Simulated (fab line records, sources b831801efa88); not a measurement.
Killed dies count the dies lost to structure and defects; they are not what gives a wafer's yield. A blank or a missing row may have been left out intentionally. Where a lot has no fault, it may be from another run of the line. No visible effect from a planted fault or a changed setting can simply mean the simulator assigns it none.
A lot that was struck, set against a sound lot | flow sky130 | 24 out of 708 route steps
Sound: these wafers, L327.2, L327.5, L327.6. The struck wafers were L315.3, L315.4, L315.6. Last of all comes the cause.
At each step with rows: each side's tool, then ch and its chambers, then its first start. Under that, the readings that differ: sound wafers | struck wafers | difference of the means | sigmas: that difference in standard deviations of wafers without a fault.
alike: a reading whose means differ by less than 2 such deviations, as well as words and numbers matching on both sides. not compared: withheld readings; readings where some wafer has no value; bounds like >300 that might hide an equal value; numbers whose values overlap and for which the record gives no deviation.
Wherever a step has rows on one side only, a row that says differs or no value, or a row with sigmas, the two part there. When numbers do not overlap yet have no deviation, they are printed without sigmas and do not part them. A reading that every wafer of one side lacks parts them only if that side has two wafers or more.

SKY_METAL2_METAL_ETCH_19: etches the open film in Cl2/BCl3, stops on SiO2, target depth 360 nm, time 78 s.
  sound on rieMetal-03 ch 0,1, day 40 10:19; struck on rieMetal-01 ch 0,1, day 36 22:16
  alike: drypumpMotorCurrentA, oesProductAu, throttleValvePct
  not compared: rfHoursCounterH
SKY_METAL2_STRIP_20: strips in O2/N2.
  sound on plasmaAsher-02 ch 0,1, day 40 10:25; struck on plasmaAsher-01 ch 0,1, day 36 22:21
  alike: drypumpMotorCurrentA, oesProductAu, stripTimeToEndpointS
  not compared: rfHoursCounterH
then, 4 steps without rows for these wafers: SKY_METAL2_STRIP_21 (strips in post etch residue remover, time 1200 s); SKY_METAL2_CLEAN_22 (cleans in IPA, time 180 s); SKY_METAL2_CLEAN_23 (cleans in O3/DIW); SKY_VIA2_HDPCVD_00 (deposits SiO2, target thk 1180 nm, time 196.7 s).
SKY_VIA2_THK_MEAS_01:
  sound: filmMetro-04 at day 40 11:08; struck: filmMetro-04 at day 36 23:04
  alike: VIA2_HDPCVD_THK
SKY_VIA2_CMP_02: polishes SiO2.
  sound on cmp-02 ch 0,1, day 40 11:11; struck on cmp-01 ch 0,2,3, day 36 23:23
  alike: motorCurrentA
SKY_VIA2_BOW_MEAS_03:
  sound: filmMetro-01 at day 40 11:31; struck: filmMetro-04 at day 36 23:44
  alike: VIA2_BOW
then, 3 steps without rows for these wafers: SKY_VIA2_DEHYDRATE_04 (time 60 s); SKY_VIA2_HMDS_05 (prime time 60 s); SKY_VIA2_COAT_06 (resist thk 60 nm).
SKY_VIA2_COAT_07: resist thk 450 nm.
  sound on lithoTrack-02 ch 0, day 40 23:00; struck on lithoTrack-02 ch 0, day 37 12:00
reading                                    | sound           | struck            | difference | sigmas
model.KrF-thick_of_VIA2_COAT_07.thkNm (nm) | 452.9 453 451.5 | 468.1 466.4 467.6 | +14.9      | 
then, 4 steps without rows for these wafers: SKY_VIA2_SOFTBAKE_08 (time 90 s); SKY_VIA2_EXPOSE_09 (exposes mask VIM2, target cd 200 nm); SKY_VIA2_PEB_10; SKY_VIA2_DEVELOP_11 (develop time 60 s).
SKY_VIA2_CD_MEAS_12: the cd target is 200 nm.
  sound: cdSem-01 at day 41 12:05; struck: cdSem-01 at day 38 01:43
  alike: cdNm
SKY_VIA2_OVL_MEAS_13:
  sound: overlay-01 at day 41 12:11; struck: overlay-01 at day 38 01:49
reading       | sound | struck     | difference | sigmas
VIA2_OVL (nm) | 1 4 4 | -5 -11 -13 | -13        | -2
SKY_VIA2_ETCH_14: etches BARC in N2/H2, stops on SiO2, time 45.9 s, target depth 60 nm.
  sound on rieDiel-03 ch 1,2, day 41 12:13; struck on rieDiel-02 ch 0,2,3, day 38 01:50
  alike: drypumpMotorCurrentA, h2FlowSccm, oesProductAu, throttleValvePct
  not compared: rfHoursCounterH
SKY_VIA2_ETCH_15: etches SiO2 in C4F8/O2/Ar, stops on TiN, target depth 546 nm, time 84 s.
  sound on rieDiel-03 ch 1,2, day 41 12:16; struck on rieDiel-02 ch 0,2,3, day 38 01:53
reading                                    | sound           | struck          | difference | sigmas
model.KrF-thick_of_VIA2_COAT_07.thkNm (nm) | 287 287.1 285.9 | 300 299.6 300.9 | +14        | 
  alike: oesProductAu
  not compared: rfHoursCounterH
SKY_VIA2_STRIP_16: strips in O2/N2.
  sound on plasmaAsher-03 ch 0,1, day 41 12:19; struck on plasmaAsher-02 ch 0,1, day 38 01:58
reading                  | sound             | struck            | difference | sigmas
stripTimeToEndpointS (s) | 4.093 4.066 4.077 | 4.208 4.229 4.228 | +0.143     | +7
  alike: drypumpMotorCurrentA, oesProductAu
  not compared: rfHoursCounterH
then, 1 step without rows for these wafers: SKY_VIA2_STRIP_17 (strips in post etch residue remover, time 1200 s).
-- the record jumps here: 9 days lie between the struck wafers' starts before and after (it left off in module VIA2 and takes up again in module PAD_OPEN, whose first step shown is number 708 of the route) --
SKY_PAD_OPEN_PROBE_99:
  sound: prober-01 at day 49 22:20; struck: prober-01 at day 47 05:25
  alike: defectLimitedYield, killed_at_M0_to_M3, killed_at_M4_up, killedAtContacts, killedAtFrontEnd, killedAtOther, killedDies, killedOnRim, killedOpen, killedShort, sort_bin_3_pad_short, sort_bin_5_function, sort_bin_6_memory, sortNPass, sortYieldPct

== WHERE THEY PART ==
At SKY_VIA2_OVL_MEAS_13 first; at SKY_VIA2_STRIP_16 last (within this record only). Later steps at which nothing parts them and some readings are alike: SKY_PAD_OPEN_PROBE_99.

WHY: what the simulator had put in
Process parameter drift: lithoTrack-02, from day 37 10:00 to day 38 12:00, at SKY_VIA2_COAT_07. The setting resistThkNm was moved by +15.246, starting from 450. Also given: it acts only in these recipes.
